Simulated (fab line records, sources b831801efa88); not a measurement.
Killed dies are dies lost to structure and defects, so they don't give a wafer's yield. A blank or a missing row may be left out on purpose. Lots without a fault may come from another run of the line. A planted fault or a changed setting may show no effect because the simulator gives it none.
A struck lot beside a sound one | flow sky130 | 43 steps out of a route of 708
Sound: wafers L177.1, L177.2, L177.3. Struck: wafers L182.2, L182.4. (L182.3 of the same lot was not struck and is left out.) The cause comes at the end.
At each step with rows: each side's tool, then ch and its chambers, then its first start. Under that, the readings that differ: sound wafers | struck wafers | difference of the means | sigmas: that difference in standard deviations of wafers without a fault.
alike: readings whose means differ by less than 2 such deviations, and words and numbers that are the same on both sides. not compared: withheld readings, readings that some wafer has no value for, bounds like >300 that may hide the same value, and numbers for which the record gives no deviation and whose values overlap.
The two part at a step that has a row with sigmas, a row that says differs or no value, or rows on one side only. Numbers that don't overlap but have no deviation are shown without sigmas and don't part them. A reading that every wafer of one side lacks parts them only if that side has two wafers or more.

first, 5 steps without rows for these wafers: SKY_VIA4_COAT_06 (resist thk 1140 nm); SKY_VIA4_SOFTBAKE_07 (time 60 s); SKY_VIA4_EXPOSE_08 (exposes mask VIM4, target cd 800 nm); SKY_VIA4_PEB_09; SKY_VIA4_DEVELOP_10 (develop time 60 s).
SKY_VIA4_OVL_MEAS_11:
  sound on overlay-01, day 44 08:23; struck on overlay-02, day 45 10:45
  alike: VIA4_OVL
then, 5 steps without rows for these wafers: SKY_VIA4_ETCH_12 (etches SiO2 in C4F8/O2/Ar, stops on TiN, target depth 580 nm); SKY_VIA4_STRIP_13 (strips in O2/N2); SKY_VIA4_STRIP_14 (strips in post etch residue remover, time 1200 s); SKY_VIA4_CLEAN_15 (cleans in IPA, time 180 s); SKY_VIA4_CLEAN_16 (cleans in O3/DIW).
SKY_VIA4_SPUTTER_17: material TiN, target thk 20 nm, time 80 s.
  sound on pvd_sputter-03, day 44 09:06; struck on pvd_sputter-01, day 45 11:27
  alike: throttle_valve_pct
SKY_VIA4_CVD_18: deposits W, target thk 505 nm, time 152.14 s.
  sound on cvd_w-02 ch 0,1, day 44 09:10; struck on cvd_w-02 ch 1, day 45 11:31
  alike: heater_power_w, susceptor_temp_C
SKY_VIA4_RS_MEAS_19: measures by four-point-probe.
  sound on film_metro-02, day 44 09:19; struck on film_metro-02, day 45 11:41
  alike: VIA4_W_RS
SKY_VIA4_THK_MEAS_20: measures by xrf.
  sound on film_metro-02, day 44 09:26; struck on film_metro-02, day 45 11:48
  alike: VIA4_W_THK
then, 1 step without rows for these wafers: SKY_VIA4_CMP_21 (polishes, stops on SiO2, t overpolish 25 s, target thk 0 nm).
SKY_METAL5_SPUTTER_00: material Ti, target thk 15 nm, time 10 s.
  sound on pvd_sputter-02, day 44 09:47; struck on pvd_sputter-01, day 45 12:32
  alike: throttle_valve_pct
then, 2 steps without rows for these wafers: SKY_METAL5_SPUTTER_01 (material TiN, target thk 20 nm, time 16.7 s); SKY_METAL5_SPUTTER_02 (material AlCu, target thk 1150 nm, time 61.2 s).
SKY_METAL5_SPUTTER_03: material Ti, target thk 5 nm, time 3.3 s.
  sound on pvd_sputter-02, day 44 09:53; struck on pvd_sputter-01, day 45 12:38
  alike: throttle_valve_pct
SKY_METAL5_SPUTTER_04: material TiN, target thk 70 nm, time 58.3 s.
  sound on pvd_sputter-02, day 44 09:55; struck on pvd_sputter-01, day 45 12:39
  alike: throttle_valve_pct
SKY_METAL5_RS_MEAS_05: measures by four-point-probe.
  sound on film_metro-03, day 44 09:58; struck on film_metro-02, day 45 12:43
  alike: METAL5_ALCU_RS
SKY_METAL5_THK_MEAS_06: measures by xrf.
  sound on film_metro-03, day 44 10:05; struck on film_metro-02, day 45 12:49
  alike: METAL5_ALCU_THK
then, 8 steps without rows for these wafers: SKY_METAL5_DEHYDRATE_07 (time 60 s); SKY_METAL5_HMDS_08 (prime time 60 s); SKY_METAL5_COAT_09 (resist thk 1800 nm); SKY_METAL5_SOFTBAKE_10 (time 60 s); SKY_METAL5_EXPOSE_11 (exposes mask MM5, target cd 1600 nm); SKY_METAL5_PEB_12; SKY_METAL5_DEVELOP_13 (develop time 60 s); SKY_METAL5_DESCUM_14 (chemistry O2, time 11 s).
SKY_METAL5_METAL_ETCH_15: etches the open film in Cl2/BCl3, stops on SiO2, target depth 1260 nm, time 252 s.
  sound on rie_metal-04 ch 0,1, day 45 07:40; struck on rie_metal-04 ch 0, day 46 07:02
  alike: drypump_motor_current_A, oes_product_au, throttle_valve_pct
  not compared: rf_hours_counter_h
then, 5 steps without rows for these wafers: SKY_METAL5_STRIP_16 (strips in O2/N2); SKY_METAL5_STRIP_17 (strips in post etch residue remover, time 1200 s); SKY_METAL5_CLEAN_18 (cleans in IPA, time 180 s); SKY_METAL5_CLEAN_19 (cleans in O3/DIW); SKY_PASSIVATION_CVD_00 (deposits SiO2, target thk 90 nm).
SKY_PASSIVATION_THK_MEAS_01:
  sound on film_metro-03, day 45 08:31; struck on film_metro-03, day 46 08:01
  alike: PASSIVATION_CVD_00_THK
then, 1 step without rows for these wafers: SKY_PASSIVATION_CVD_02 (deposits Si3N4, target thk 540 nm).
SKY_PASSIVATION_THK_MEAS_03:
  sound on film_metro-03, day 45 08:48; struck on film_metro-03, day 46 08:18
  alike: PASSIVATION_CVD_02_THK
then, 2 steps without rows for these wafers: SKY_PASSIVATION_DEHYDRATE_04 (time 60 s); SKY_PASSIVATION_HMDS_05 (prime time 60 s).
SKY_PAD_OPEN_PROBE_99:
  sound on prober-02, day 46 23:35; struck on prober-02, day 48 01:02
  reading                               | sound               | struck      | difference | sigmas
  defect_limited_yield (%)              | 83.7 85.0 82.7      | 76.6 72.4   | -9.3       | -5
  killed_at_M4_up                       | 2 7 5               | 59 62       | +56        | +29
  killed_dies                           | 80 74 85            | 115 136     | +46        | +5
  sort_bin_3_pad_short (%)              | 0.8 0.4 0.6         | 3.3 3.0     | +2.5       | +7
  sort_bin_5_function (%)               | 9.1 10.0 11.8       | 14.8 17.1   | +5.7       | +4
  sort_n_pass                           | 412 418 407         | 377 356     | -46        | -5
  sort_yield_pct (%)                    | 83.7 85.0 82.7      | 76.6 72.4   | -9.3       | -5
  model.etest.tester.sort_n_pass        | 412 418 407         | 377 356     | -46        |
  model.etest.tester.sort_yield_pct (%) | 83.74 84.96 82.72   | 76.63 72.36 | -9.31      |
  model.etest.tester.sort_bin_5_pct (%) | 9.146 9.959 11.79   | 14.84 17.07 | +5.66      |
  model.etest.tester.sort_bin_3_pct (%) | 0.813 0.4065 0.6098 | 3.252 3.049 | +2.541     |
  alike: killed_at_M0_to_M3, killed_at_contacts, killed_at_front_end, killed_at_other, killed_open, killed_short, sort_bin_6_memory

WHERE THEY PART
Only at SKY_PAD_OPEN_PROBE_99, within this record.

WHY: what the simulator had put in
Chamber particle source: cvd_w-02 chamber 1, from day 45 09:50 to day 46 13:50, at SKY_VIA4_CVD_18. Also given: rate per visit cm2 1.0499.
